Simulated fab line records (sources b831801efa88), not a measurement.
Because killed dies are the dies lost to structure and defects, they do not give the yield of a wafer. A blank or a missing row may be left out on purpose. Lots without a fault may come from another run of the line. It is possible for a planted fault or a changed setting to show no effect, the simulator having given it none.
fab line records -- flow sky130
record: lots: 24, wafers: 72, last-day: 50
route steps=708 shown VIA1@460 VIA2@509 METAL4@635 VIA4@659
lots that met no fault: from a run of the same line without faults
start-h: hours from the record's opening day to when the first of the lot's shown wafers began -- wait-h: hours from the lot's prior step to this one -- " as in the row above -- L1.1+2: one row covering several wafers at once -- - either no value or no given start -- * or withheld: withheld -- < > ~ a bound
route shown NAME@n: a module of which the file shows steps, and the number in the route of the first -- usual: mean/standard deviation of fault-free wafers -- same: alike in all rows -- chamber/n: place in a boat -- sites: each site's reading -- _std_site: standard deviation across them -- _edge_site: mean of outer sites minus mean of inner sites -- radius-mm: for every site, how far away it sits from the centre of the wafer -- mask NAME#n: copy n -- behind: the last tool/chamber to shape the wafer -- hold: reason for holding the lot/hours on hold/outcome of the hold -- device: which transistor (n, p or np) failed to switch -- end of line: at the end of the route, the tests of the same wafers -- a step without rows: its recipe alone -- killed: not the wafer's yield, but the dies lost to structure and defects at the first sort -- map: per-die view of a wafer (x killed, . not killed, _ where there is no die)
set.NAME: the setting that was run; set.NAME@STEP: the one run at that earlier step -- model.NAME: the simulator's own value behind a step, which no gauge read
one table for each step of the route and one row for each wafer, over a sample of lots
services: the hour from which a tool's chamber was out of use, counted from the record's first day as start-h (under 0 if before that day), plus the number of hours and why
== steps ==
step: SKY_VIA1_CMP_02
recipe: material: SiO2, down-force-psi: 4, platen-rpm: 60, pad-velocity-m-s: 0.94248
usual: motor-current-A: 12.5/1.3
lot.wafer,tool,chamber,start-h,wait-h,motor-current-A
L074.3,cmp-02,3,772.40,0.2,12.6
L074.5,cmp-02,0,772.40,0.2,12.0
L074.6,cmp-02,1,772.40,0.2,13.4
L075.1,cmp-02,0,780.98,0.1,12.3
L075.3,cmp-02,1,780.98,0.1,13.7
L075.6,cmp-02,0,780.98,0.1,12.0
L076.4,cmp-01,2,786.28,0.1,13.6
L076.2,cmp-01,3,786.28,0.1,9.5
L076.5,cmp-01,2,786.28,0.1,13.5
L077.4,cmp-01,1,804.11,0.0,12.7
L077.1,cmp-01,3,804.11,0.0,10.2
L077.6,cmp-01,1,804.11,0.0,13.2
L078.4,cmp-01,2,829.49,0.0,13.0
L078.2,cmp-01,1,829.49,0.0,13.4
L078.6,cmp-01,2,829.49,0.0,14.0
L080.3,cmp-01,1,837.69,0.0,12.9
L080.1,cmp-01,2,837.69,0.0,13.5
L080.2,cmp-01,0,837.69,0.0,9.7
L079.4,cmp-01,0,838.22,0.0,9.5
L079.2,cmp-01,2,838.22,0.0,13.7
L079.6,cmp-01,0,838.22,0.0,10.3
L081.3,cmp-01,3,853.78,0.3,10.3
L081.5,cmp-01,1,853.78,0.3,13.3
L081.6,cmp-01,2,853.78,0.3,12.8
L082.3,cmp-01,1,855.85,0.1,12.7
L082.2,cmp-01,2,855.85,0.1,13.8
L082.6,cmp-01,1,855.85,0.1,12.9
L083.2,cmp-02,2,857.07,0.0,12.9
L083.3,cmp-02,3,857.07,0.0,13.6
L083.6,cmp-02,2,857.07,0.0,12.9
L085.3,cmp-02,2,858.53,0.0,13.4
L085.4,cmp-02,1,858.53,0.0,13.9
L085.5,cmp-02,2,858.53,0.0,13.0
L084.2,cmp-01,3,858.73,0.1,10.6
L084.3,cmp-01,1,858.73,0.1,13.1
L084.6,cmp-01,0,858.73,0.1,9.6
L087.2,cmp-01,2,871.43,0.0,13.7
L087.3,cmp-01,3,871.43,0.0,9.8
L087.6,cmp-01,3,871.43,0.0,10.3
L086.1,cmp-02,3,877.65,0.1,12.7
L086.4,cmp-02,0,877.65,0.1,12.1
L086.3,cmp-02,2,877.65,0.1,13.6
L089.3,cmp-01,1,889.39,0.1,13.0
L089.2,cmp-01,2,889.39,0.1,14.0
L089.1,cmp-01,3,889.39,0.1,10.1
L088.3,cmp-02,0,895.00,0.0,12.7
L088.5,cmp-02,0,895.00,0.0,11.8
L088.6,cmp-02,1,895.00,0.0,13.9
L090.1,cmp-02,1,903.40,0.5,14.5
L090.2,cmp-02,0,903.40,0.5,12.5
L090.5,cmp-02,2,903.40,0.5,13.3
L091.1,cmp-02,3,905.92,0.1,13.3
L091.5,cmp-02,2,905.92,0.1,13.4
L091.6,cmp-02,3,905.92,0.1,13.6
L092.2,cmp-02,1,910.03,0.1,13.9
L092.4,cmp-02,3,910.03,0.1,13.3
L092.5,cmp-02,1,910.03,0.1,13.6
L093.1,cmp-02,0,911.53,0.7,11.6
L093.2,cmp-02,2,911.53,0.7,13.0
L093.6,cmp-02,0,911.53,0.7,12.1
L094.1,cmp-02,2,915.63,0.1,12.6
L094.5,cmp-02,1,915.63,0.1,14.1
L094.6,cmp-02,2,915.63,0.1,13.2
L095.4,cmp-02,1,936.22,0.2,13.9
L095.6,cmp-02,2,936.22,0.2,14.2
L095.5,cmp-02,3,936.22,0.2,12.5
L096.4,cmp-02,1,937.33,0.0,13.7
L096.1,cmp-02,3,937.33,0.0,12.7
L096.2,cmp-02,0,937.33,0.0,12.8
L097.4,cmp-02,0,940.09,0.2,12.7
L097.6,cmp-02,1,940.09,0.2,14.3
L097.5,cmp-02,2,940.09,0.2,12.9
step: SKY_VIA1_BOW_MEAS_03
recipe: mode: bow
usual: VIA1_BOW: 80/6.8
lot.wafer,tool,chamber,start-h,wait-h,VIA1_BOW[um]
L074.3,film-metro-03,-,772.59,0.1,83
L074.5,film-metro-03,-,772.59,0.1,73
L074.6,film-metro-03,-,772.59,0.1,84
L075.1,film-metro-04,-,781.23,0.2,87
L075.3,film-metro-04,-,781.23,0.2,80
L075.6,film-metro-04,-,781.23,0.2,88
L076.2,film-metro-02,-,786.55,0.2,79
L076.4,film-metro-02,-,786.55,0.2,71
L076.5,film-metro-02,-,786.55,0.2,76
L077.1,film-metro-03,-,804.41,0.1,73
L077.4,film-metro-03,-,804.41,0.1,90
L077.6,film-metro-03,-,804.41,0.1,79
L078.2,film-metro-03,-,829.81,0.1,84
L078.4,film-metro-03,-,829.81,0.1,87
L078.6,film-metro-03,-,829.81,0.1,81
L080.1,film-metro-02,-,837.99,0.2,83
L080.2,film-metro-02,-,837.99,0.2,89
L080.3,film-metro-02,-,837.99,0.2,74
L079.2,film-metro-03,-,838.54,0.2,78
L079.4,film-metro-03,-,838.54,0.2,76
L079.6,film-metro-03,-,838.54,0.2,73
L081.3,film-metro-02,-,854.02,0.2,87
L081.5,film-metro-02,-,854.02,0.2,77
L081.6,film-metro-02,-,854.02,0.2,89
L082.2,film-metro-02,-,856.12,0.2,89
L082.3,film-metro-02,-,856.12,0.2,75
L082.6,film-metro-02,-,856.12,0.2,71
L083.2,film-metro-03,-,857.39,0.3,77
L083.3,film-metro-03,-,857.39,0.3,70
L083.6,film-metro-03,-,857.39,0.3,85
L085.3,film-metro-03,-,858.87,0.3,79
L085.4,film-metro-03,-,858.87,0.3,93
L085.5,film-metro-03,-,858.87,0.3,76
L084.2,film-metro-02,-,859.05,0.3,77
L084.3,film-metro-02,-,859.05,0.3,78
L084.6,film-metro-02,-,859.05,0.3,74
L087.2,film-metro-03,-,871.75,0.3,83
L087.3,film-metro-03,-,871.75,0.3,77
L087.6,film-metro-03,-,871.75,0.3,90
L086.1,film-metro-04,-,877.95,0.2,68
L086.3,film-metro-04,-,877.95,0.2,82
L086.4,film-metro-04,-,877.95,0.2,78
L089.1,film-metro-02,-,889.69,0.2,78
L089.2,film-metro-02,-,889.69,0.2,89
L089.3,film-metro-02,-,889.69,0.2,92
L088.3,film-metro-04,-,895.34,0.3,77
L088.5,film-metro-04,-,895.34,0.3,68
L088.6,film-metro-04,-,895.34,0.3,82
L090.1,film-metro-04,-,903.70,0.2,75
L090.2,film-metro-04,-,903.70,0.2,73
L090.5,film-metro-04,-,903.70,0.2,84
L091.1,film-metro-04,-,906.17,0.2,71
L091.5,film-metro-04,-,906.17,0.2,68
L091.6,film-metro-04,-,906.17,0.2,74
L092.2,film-metro-02,-,910.35,0.3,81
L092.4,film-metro-02,-,910.35,0.3,88
L092.5,film-metro-02,-,910.35,0.3,82
L093.1,film-metro-02,-,911.78,0.2,91
L093.2,film-metro-02,-,911.78,0.2,86
L093.6,film-metro-02,-,911.78,0.2,80
L094.1,film-metro-04,-,915.88,0.2,86
L094.5,film-metro-04,-,915.88,0.2,85
L094.6,film-metro-04,-,915.88,0.2,68
L095.4,film-metro-03,-,936.43,0.2,75
L095.5,film-metro-03,-,936.43,0.2,71
L095.6,film-metro-03,-,936.43,0.2,87
L096.1,film-metro-03,-,937.63,0.1,72
L096.2,film-metro-03,-,937.63,0.1,69
L096.4,film-metro-03,-,937.63,0.1,77
L097.4,film-metro-04,-,940.30,0.2,68
L097.5,film-metro-04,-,940.30,0.2,74
L097.6,film-metro-04,-,940.30,0.2,75
step: SKY_VIA2_CMP_02
recipe: material: SiO2, down-force-psi: 4, platen-rpm: 60, pad-velocity-m-s: 0.94248
usual: motor-current-A: 12.6/1.3
lot.wafer,tool,chamber,start-h,wait-h,motor-current-A
L074.3,cmp-01,3,828.62,0.2,10.2
L074.6,cmp-01,0,828.62,0.2,9.9
L074.5,cmp-01,1,828.62,0.2,13.2
L075.1,cmp-02,0,836.41,0.1,12.9
L075.3,cmp-02,2,836.41,0.1,13.3
L075.6,cmp-02,0,836.41,0.1,11.7
L076.4,cmp-01,3,841.35,0.0,9.7
L076.2,cmp-01,1,841.35,0.0,11.8
L076.5,cmp-01,3,841.35,0.0,10.2
L077.1,cmp-02,1,862.93,0.1,13.9
L077.4,cmp-02,3,862.93,0.1,13.8
L077.6,cmp-02,1,862.93,0.1,14.0
L078.4,cmp-02,1,884.49,0.0,13.4
L078.2,cmp-02,0,884.49,0.0,11.8
L078.6,cmp-02,1,884.49,0.0,13.9
L080.1,cmp-01,3,891.00,0.1,10.4
L080.3,cmp-01,0,891.00,0.1,10.0
L080.2,cmp-01,1,891.00,0.1,13.4
L079.4,cmp-01,0,893.34,0.0,9.4
L079.2,cmp-01,3,893.34,0.0,10.3
L079.6,cmp-01,0,893.34,0.0,10.4
L081.3,cmp-02,1,907.96,0.2,13.8
L081.6,cmp-02,2,907.96,0.2,13.5
L081.5,cmp-02,3,907.96,0.2,12.7
L082.3,cmp-02,3,910.63,0.3,13.1
L082.2,cmp-02,1,910.63,0.3,13.7
L082.6,cmp-02,2,910.63,0.3,12.7
L083.2,cmp-02,1,912.38,1.1,13.2
L083.3,cmp-02,0,912.38,1.1,12.0
L083.6,cmp-02,2,912.38,1.1,13.1
L085.3,cmp-02,0,913.38,0.6,12.8
L085.4,cmp-02,1,913.38,0.6,14.1
L085.5,cmp-02,2,913.38,0.6,12.7
L084.3,cmp-02,0,913.67,0.0,12.5
L084.2,cmp-02,2,913.67,0.0,14.2
L084.6,cmp-02,0,913.67,0.0,12.3
L087.2,cmp-02,0,924.86,0.1,12.1
L087.3,cmp-02,1,924.86,0.1,13.7
L087.6,cmp-02,3,924.86,0.1,13.0
L086.1,cmp-02,2,932.30,0.1,13.2
L086.3,cmp-02,0,932.30,0.1,12.9
L086.4,cmp-02,1,932.30,0.1,14.6
L089.3,cmp-02,2,944.00,0.1,12.9
L089.2,cmp-02,3,944.00,0.1,12.8
L089.1,cmp-02,0,944.00,0.1,12.4
L088.3,cmp-01,2,949.38,0.0,13.0
L088.6,cmp-01,2,949.38,0.0,13.3
L088.5,cmp-01,3,949.38,0.0,10.5
L090.2,cmp-02,0,957.73,0.0,12.6
L090.1,cmp-02,2,957.73,0.0,12.9
L090.5,cmp-02,0,957.73,0.0,12.3
L091.1,cmp-02,1,960.18,0.2,13.5
L091.6,cmp-02,2,960.18,0.2,12.9
L091.5,cmp-02,3,960.18,0.2,13.2
L092.2,cmp-02,3,962.73,0.1,13.2
L092.4,cmp-02,0,962.73,0.1,11.3
L092.5,cmp-02,2,962.73,0.1,12.9
L093.1,cmp-01,2,964.19,0.1,12.7
L093.2,cmp-01,0,964.19,0.1,10.1
L093.6,cmp-01,3,964.19,0.1,10.9
L094.1,cmp-01,1,969.05,0.2,12.7
L094.6,cmp-01,2,969.05,0.2,13.5
L094.5,cmp-01,3,969.05,0.2,10.2
L095.4,cmp-01,2,987.89,0.1,14.0
L095.5,cmp-01,0,987.89,0.1,9.8
L095.6,cmp-01,1,987.89,0.1,12.8
L096.4,cmp-01,2,988.09,0.1,14.3
L096.2,cmp-01,3,988.09,0.1,10.2
L096.1,cmp-01,1,988.09,0.1,12.6
L097.4,cmp-02,3,992.27,0.2,13.2
L097.5,cmp-02,1,992.27,0.2,13.6
L097.6,cmp-02,2,992.27,0.2,13.2
step: SKY_VIA2_SPUTTER_20
recipe: material: TiN, target-thk-nm: 20, chamber-pressure-pa: 5, power-w: 4000, time-s: 80
usual: throttle-valve-pct: 30.1/1.2
lot.wafer,tool,chamber,start-h,wait-h,throttle-valve-pct
L074.3,pvd-sputter-03,-,856.23,0.0,29.9
L074.5,pvd-sputter-03,-,856.23,0.0,30.4
L074.6,pvd-sputter-03,-,856.23,0.0,27.9
L075.1,pvd-sputter-02,-,864.52,0.0,32.0
L075.3,pvd-sputter-02,-,864.52,0.0,28.8
L075.6,pvd-sputter-02,-,864.52,0.0,28.6
L076.2,pvd-sputter-02,-,868.58,0.0,28.6
L076.4,pvd-sputter-02,-,868.58,0.0,32.3
L076.5,pvd-sputter-02,-,868.58,0.0,28.5
L077.1,pvd-sputter-03,-,888.50,0.0,27.8
L077.4,pvd-sputter-03,-,888.50,0.0,30.9
L077.6,pvd-sputter-03,-,888.50,0.0,29.9
L078.2,pvd-sputter-03,-,912.33,0.0,29.9
L078.4,pvd-sputter-03,-,912.33,0.0,30.9
L078.6,pvd-sputter-03,-,912.33,0.0,27.9
L080.1,pvd-sputter-01,-,918.24,0.0,29.8
L080.2,pvd-sputter-01,-,918.24,0.0,28.2
L080.3,pvd-sputter-01,-,918.24,0.0,29.8
L079.2,pvd-sputter-02,-,920.82,0.0,29.0
L079.4,pvd-sputter-02,-,920.82,0.0,31.0
L079.6,pvd-sputter-02,-,920.82,0.0,31.1
L081.3,pvd-sputter-03,-,934.71,0.0,27.9
L081.5,pvd-sputter-03,-,934.71,0.0,31.0
L081.6,pvd-sputter-03,-,934.71,0.0,30.0
L082.2,pvd-sputter-01,-,937.24,0.0,29.8
L082.3,pvd-sputter-01,-,937.24,0.0,30.6
L082.6,pvd-sputter-01,-,937.24,0.0,30.8
L083.2,pvd-sputter-02,-,939.05,0.0,32.1
L083.3,pvd-sputter-02,-,939.05,0.0,31.0
L083.6,pvd-sputter-02,-,939.05,0.0,31.2
L085.3,pvd-sputter-01,-,940.63,0.0,28.3
L085.4,pvd-sputter-01,-,940.63,0.0,29.8
L085.5,pvd-sputter-01,-,940.63,0.0,28.2
L084.2,pvd-sputter-03,-,940.79,0.0,30.4
L084.3,pvd-sputter-03,-,940.79,0.0,28.0
L084.6,pvd-sputter-03,-,940.79,0.0,31.1
L087.2,pvd-sputter-01,-,950.69,0.0,28.3
L087.3,pvd-sputter-01,-,950.69,0.0,30.9
L087.6,pvd-sputter-01,-,950.69,0.0,30.5
L086.1,pvd-sputter-02,-,958.27,0.0,28.8
L086.3,pvd-sputter-02,-,958.27,0.0,31.0
L086.4,pvd-sputter-02,-,958.27,0.0,32.2
L089.1,pvd-sputter-02,-,968.99,0.0,30.2
L089.2,pvd-sputter-02,-,968.99,0.0,32.0
L089.3,pvd-sputter-02,-,968.99,0.0,31.1
L088.3,pvd-sputter-01,-,974.33,0.0,28.3
L088.5,pvd-sputter-01,-,974.33,0.0,29.8
L088.6,pvd-sputter-01,-,974.33,0.0,30.0
L090.1,pvd-sputter-03,-,982.63,0.0,28.1
L090.2,pvd-sputter-03,-,982.63,0.0,29.9
L090.5,pvd-sputter-03,-,982.63,0.0,30.8
L091.1,pvd-sputter-01,-,984.94,0.0,30.2
L091.5,pvd-sputter-01,-,984.94,0.0,30.7
L091.6,pvd-sputter-01,-,984.94,0.0,30.0
L092.2,pvd-sputter-03,-,988.29,0.0,29.9
L092.4,pvd-sputter-03,-,988.29,0.0,28.1
L092.5,pvd-sputter-03,-,988.29,0.0,31.0
L093.1,pvd-sputter-02,-,989.18,0.0,30.3
L093.2,pvd-sputter-02,-,989.18,0.0,31.3
L093.6,pvd-sputter-02,-,989.18,0.0,32.1
L094.1,pvd-sputter-02,-,993.08,0.0,28.7
L094.5,pvd-sputter-02,-,993.08,0.0,30.3
L094.6,pvd-sputter-02,-,993.08,0.0,32.5
L095.4,pvd-sputter-03,-,1013.24,0.0,31.0
L095.5,pvd-sputter-03,-,1013.24,0.0,30.0
L095.6,pvd-sputter-03,-,1013.24,0.0,31.1
L096.1,pvd-sputter-01,-,1013.59,0.0,29.8
L096.2,pvd-sputter-01,-,1013.59,0.0,30.8
L096.4,pvd-sputter-01,-,1013.59,0.0,30.0
L097.4,pvd-sputter-03,-,1017.97,0.0,30.0
L097.5,pvd-sputter-03,-,1017.97,0.0,30.9
L097.6,pvd-sputter-03,-,1017.97,0.0,30.0
step: SKY_METAL4_STRIP_19
recipe: chemistry: O2/N2, power-w: 1400, pressure-mtorr: 1500, platen-temp-c: withheld, o2-flow-sccm: 3000, n2-flow-sccm: 300, overash-fraction: 0.5
usual: drypump-motor-current-A: 5.63/0.22, oes-product-au: 0.501/0.0059, strip-time-to-endpoint-s: 6.53/0.095
lot.wafer,tool,chamber,start-h,wait-h,drypump-motor-current-A,oes-product-au,rf-hours-counter-h,strip-time-to-endpoint-s
L074.3,plasma-asher-02,1,987.78,0.2,5.73,0.513,-,6.75
L074.5,plasma-asher-02,1,987.78,0.2,5.72,0.513,-,6.78
L074.6,plasma-asher-02,0,987.78,0.2,5.91,0.511,-,6.73
L075.1,plasma-asher-04,0,994.63,0.3,5.69,0.511,89,6.65
L075.3,plasma-asher-04,0,994.63,0.3,5.70,0.504,-,6.57
L075.6,plasma-asher-04,0,994.63,0.3,5.67,0.498,-,6.60
L076.2,plasma-asher-04,0,998.32,0.1,5.72,0.503,89,6.58
L076.4,plasma-asher-04,0,998.32,0.1,5.72,0.495,-,6.54
L076.5,plasma-asher-04,0,998.32,0.1,5.71,0.501,-,6.51
L077.1,plasma-asher-04,1,1016.77,0.1,5.36,0.510,91,6.59
L077.4,plasma-asher-04,0,1016.77,0.1,5.71,0.497,-,6.51
L077.6,plasma-asher-04,1,1016.77,0.1,5.34,0.505,-,6.59
L078.2,plasma-asher-03,1,1041.11,0.1,5.84,0.509,59,6.66
L078.4,plasma-asher-03,1,1041.11,0.1,5.87,0.508,-,6.59
L078.6,plasma-asher-03,1,1041.11,0.1,5.88,0.508,-,6.58
L080.1,plasma-asher-02,0,1044.92,0.1,5.88,0.511,27,6.59
L080.2,plasma-asher-02,1,1044.92,0.1,5.72,0.495,27,6.39
L080.3,plasma-asher-02,0,1044.92,0.1,5.91,0.494,-,6.37
L079.2,plasma-asher-04,1,1046.86,0.1,5.30,0.500,94,6.53
L079.4,plasma-asher-04,1,1046.86,0.1,5.30,0.495,-,6.51
L079.6,plasma-asher-04,1,1046.86,0.1,5.29,0.493,-,6.50
L081.3,plasma-asher-02,1,1058.35,0.1,5.73,0.503,-,6.40
L081.5,plasma-asher-02,0,1058.35,0.1,5.90,0.508,-,6.53
L081.6,plasma-asher-02,1,1058.35,0.1,5.73,0.492,-,6.45
L082.2,plasma-asher-04,1,1060.04,0.1,5.34,0.509,96,6.62
L082.3,plasma-asher-04,1,1060.04,0.1,5.33,0.504,-,6.53
L082.6,plasma-asher-04,1,1060.04,0.1,5.33,0.501,-,6.53
L083.2,plasma-asher-03,1,1062.54,0.2,5.85,0.496,59,6.54
L083.3,plasma-asher-03,0,1062.54,0.2,5.31,0.498,-,6.44
L083.6,plasma-asher-03,1,1062.54,0.2,5.81,0.500,-,6.56
L085.3,plasma-asher-02,1,1063.29,0.1,5.73,0.501,-,6.45
L085.4,plasma-asher-02,0,1063.29,0.1,5.89,0.493,-,6.37
L085.5,plasma-asher-02,1,1063.29,0.1,5.74,0.495,-,6.34
L084.2,plasma-asher-03,0,1064.76,0.1,5.36,0.497,60,6.41
L084.3,plasma-asher-03,1,1064.76,0.1,5.83,0.496,-,6.37
L084.6,plasma-asher-03,0,1064.76,0.1,5.37,0.505,-,6.49
L087.2,plasma-asher-03,0,1072.52,0.1,5.39,0.497,61,6.49
L087.3,plasma-asher-03,0,1072.52,0.1,5.44,0.495,-,6.36
L087.6,plasma-asher-03,1,1072.52,0.1,5.85,0.510,-,6.58
L086.1,plasma-asher-03,1,1079.76,0.1,5.84,0.498,62,6.40
L086.3,plasma-asher-03,0,1079.76,0.1,5.42,0.492,-,6.39
L086.4,plasma-asher-03,1,1079.76,0.1,5.79,0.504,-,6.59
L089.1,plasma-asher-04,0,1086.91,0.1,5.71,0.500,96,6.52
L089.2,plasma-asher-04,1,1086.91,0.1,5.24,0.494,96,6.56
L089.3,plasma-asher-04,1,1086.91,0.1,5.25,0.506,-,6.55
L088.3,plasma-asher-03,0,1092.89,0.1,5.44,0.503,-,6.50
L088.5,plasma-asher-03,0,1092.89,0.1,5.43,0.495,-,6.46
L088.6,plasma-asher-03,1,1092.89,0.1,5.86,0.494,-,6.30
L090.1,plasma-asher-02,0,1100.71,0.1,5.91,0.500,34,6.52
L090.2,plasma-asher-02,1,1100.71,0.1,5.73,0.504,34,6.62
L090.5,plasma-asher-02,0,1100.71,0.1,5.90,0.500,-,6.62
L091.1,plasma-asher-03,1,1103.87,0.1,5.87,0.497,64,6.48
L091.5,plasma-asher-03,0,1103.87,0.1,5.43,0.496,-,6.42
L091.6,plasma-asher-03,1,1103.87,0.1,5.85,0.492,-,6.48
L092.2,plasma-asher-02,1,1105.21,0.1,5.75,0.507,35,6.54
L092.4,plasma-asher-02,0,1105.21,0.1,5.90,0.501,-,6.51
L092.5,plasma-asher-02,0,1105.21,0.1,5.90,0.496,-,6.56
L093.1,plasma-asher-03,0,1106.62,0.1,5.37,0.500,65,6.58
L093.2,plasma-asher-03,1,1106.62,0.1,5.81,0.513,65,6.66
L093.6,plasma-asher-03,1,1106.62,0.1,5.82,0.510,-,6.52
L094.1,plasma-asher-04,0,1111.01,0.1,5.70,0.502,98,6.48
L094.5,plasma-asher-04,0,1111.01,0.1,5.71,0.499,-,6.40
L094.6,plasma-asher-04,1,1111.01,0.1,5.34,0.509,-,6.53
L095.4,plasma-asher-04,0,1127.78,0.1,5.70,0.501,-,6.66
L095.5,plasma-asher-04,0,1127.78,0.1,5.70,0.499,-,6.63
L095.6,plasma-asher-04,1,1127.78,0.1,5.34,0.503,-,6.62
L096.1,plasma-asher-03,1,1128.02,0.1,5.83,0.498,66,6.49
L096.2,plasma-asher-03,0,1128.02,0.1,5.40,0.494,66,6.36
L096.4,plasma-asher-03,0,1128.02,0.1,5.39,0.496,-,6.47
L097.4,plasma-asher-04,1,1131.89,0.1,5.31,0.499,-,6.57
L097.5,plasma-asher-04,0,1131.89,0.1,5.70,0.500,-,6.63
L097.6,plasma-asher-04,1,1131.89,0.1,5.31,0.503,-,6.49
step: SKY_VIA4_THK_MEAS_20
recipe: thk-meas-gauge: xrf, reads: W_of_VIA4_CVD_18
usual: VIA4_W_THK: 517/6.3
lot.wafer,tool,chamber,start-h,wait-h,VIA4_W_THK[nm]
L074.3,film-metro-01,-,1014.64,0.1,514
L074.5,film-metro-01,-,1014.64,0.1,522
L074.6,film-metro-01,-,1014.64,0.1,510
L075.1,film-metro-01,-,1020.41,0.1,525
L075.3,film-metro-01,-,1020.41,0.1,519
L075.6,film-metro-01,-,1020.41,0.1,527
L076.2,film-metro-02,-,1024.22,0.1,512
L076.4,film-metro-02,-,1024.22,0.1,511
L076.5,film-metro-02,-,1024.22,0.1,508
L077.1,film-metro-02,-,1042.37,0.1,528
L077.4,film-metro-02,-,1042.37,0.1,519
L077.6,film-metro-02,-,1042.37,0.1,525
L078.2,film-metro-01,-,1065.29,0.1,502
L078.4,film-metro-01,-,1065.29,0.1,509
L078.6,film-metro-01,-,1065.29,0.1,508
L080.1,film-metro-02,-,1068.78,0.1,518
L080.2,film-metro-02,-,1068.78,0.1,512
L080.3,film-metro-02,-,1068.78,0.1,518
L079.2,film-metro-01,-,1071.04,0.1,508
L079.4,film-metro-01,-,1071.04,0.1,512
L079.6,film-metro-01,-,1071.04,0.1,513
L081.3,film-metro-01,-,1082.08,0.1,522
L081.5,film-metro-01,-,1082.08,0.1,523
L081.6,film-metro-01,-,1082.08,0.1,524
L082.2,film-metro-02,-,1084.43,0.1,516
L082.3,film-metro-02,-,1084.43,0.1,514
L082.6,film-metro-02,-,1084.43,0.1,513
L083.2,film-metro-01,-,1086.46,0.1,514
L083.3,film-metro-01,-,1086.46,0.1,522
L083.6,film-metro-01,-,1086.46,0.1,516
L085.3,film-metro-02,-,1087.43,0.1,526
L085.4,film-metro-02,-,1087.43,0.1,514
L085.5,film-metro-02,-,1087.43,0.1,517
L084.2,film-metro-02,-,1090.26,0.1,522
L084.3,film-metro-02,-,1090.26,0.1,532
L084.6,film-metro-02,-,1090.26,0.1,524
L087.2,film-metro-02,-,1095.26,0.1,515
L087.3,film-metro-02,-,1095.26,0.1,519
L087.6,film-metro-02,-,1095.26,0.1,514
L086.1,film-metro-01,-,1103.72,0.1,520
L086.3,film-metro-01,-,1103.72,0.1,518
L086.4,film-metro-01,-,1103.72,0.1,525
L089.1,film-metro-02,-,1108.77,0.1,522
L089.2,film-metro-02,-,1108.77,0.1,512
L089.3,film-metro-02,-,1108.77,0.1,524
L088.3,film-metro-01,-,1113.88,0.1,516
L088.5,film-metro-01,-,1113.88,0.1,507
L088.6,film-metro-01,-,1113.88,0.1,513
L090.1,film-metro-02,-,1122.97,0.1,516
L090.2,film-metro-02,-,1122.97,0.1,514
L090.5,film-metro-02,-,1122.97,0.1,517
L091.1,film-metro-02,-,1128.85,0.1,516
L091.5,film-metro-02,-,1128.85,0.1,507
L091.6,film-metro-02,-,1128.85,0.1,509
L092.2,film-metro-01,-,1130.43,0.1,516
L092.4,film-metro-01,-,1130.43,0.1,521
L092.5,film-metro-01,-,1130.43,0.1,520
L093.1,film-metro-01,-,1131.80,0.1,515
L093.2,film-metro-01,-,1131.80,0.1,514
L093.6,film-metro-01,-,1131.80,0.1,517
L094.1,film-metro-02,-,1134.57,0.1,518
L094.5,film-metro-02,-,1134.57,0.1,518
L094.6,film-metro-02,-,1134.57,0.1,517
L096.1,film-metro-01,-,1150.22,0.1,510
L096.2,film-metro-01,-,1150.22,0.1,507
L096.4,film-metro-01,-,1150.22,0.1,512
L095.4,film-metro-04,-,1150.35,0.1,524
L095.5,film-metro-04,-,1150.35,0.1,515
L095.6,film-metro-04,-,1150.35,0.1,519
L097.4,film-metro-04,-,1153.80,0.1,528
L097.5,film-metro-04,-,1153.80,0.1,524
L097.6,film-metro-04,-,1153.80,0.1,520
== services ==
tool,chamber,start-h,hours,kind
cmp-02,-,750.70,5.4,pm
cmp-02,-,784.72,1.5,repair
plasma-asher-04,-,801.13,14.6,pm
cmp-01,-,831.57,1.0,repair
plasma-asher-03,-,844.57,17.3,repair
plasma-asher-03,-,853.13,0.9,repair
cmp-01,-,898.91,0.6,repair
cmp-01,-,899.61,5.9,pm
cmp-01,-,913.77,4.0,pm
cmp-01,-,949.93,0.9,repair
plasma-asher-04,-,955.20,2.1,repair
cmp-01,-,958.95,3.0,pm
cmp-01,-,962.74,0.7,repair
cmp-01,-,967.68,1.0,repair
cmp-01,-,1001.59,17.6,pm
plasma-asher-03,-,1049.32,12.8,repair
plasma-asher-04,-,1061.27,22.5,repair
cmp-02,-,1067.96,0.5,repair
cmp-01,-,1101.00,1.3,repair
cmp-02,-,1104.02,1.5,repair
cmp-01,-,1106.19,1.0,repair
cmp-02,-,1109.14,4.0,pm
cmp-02,-,1119.83,4.9,pm
cmp-02,-,1125.58,3.6,repair
== key ==
fault none
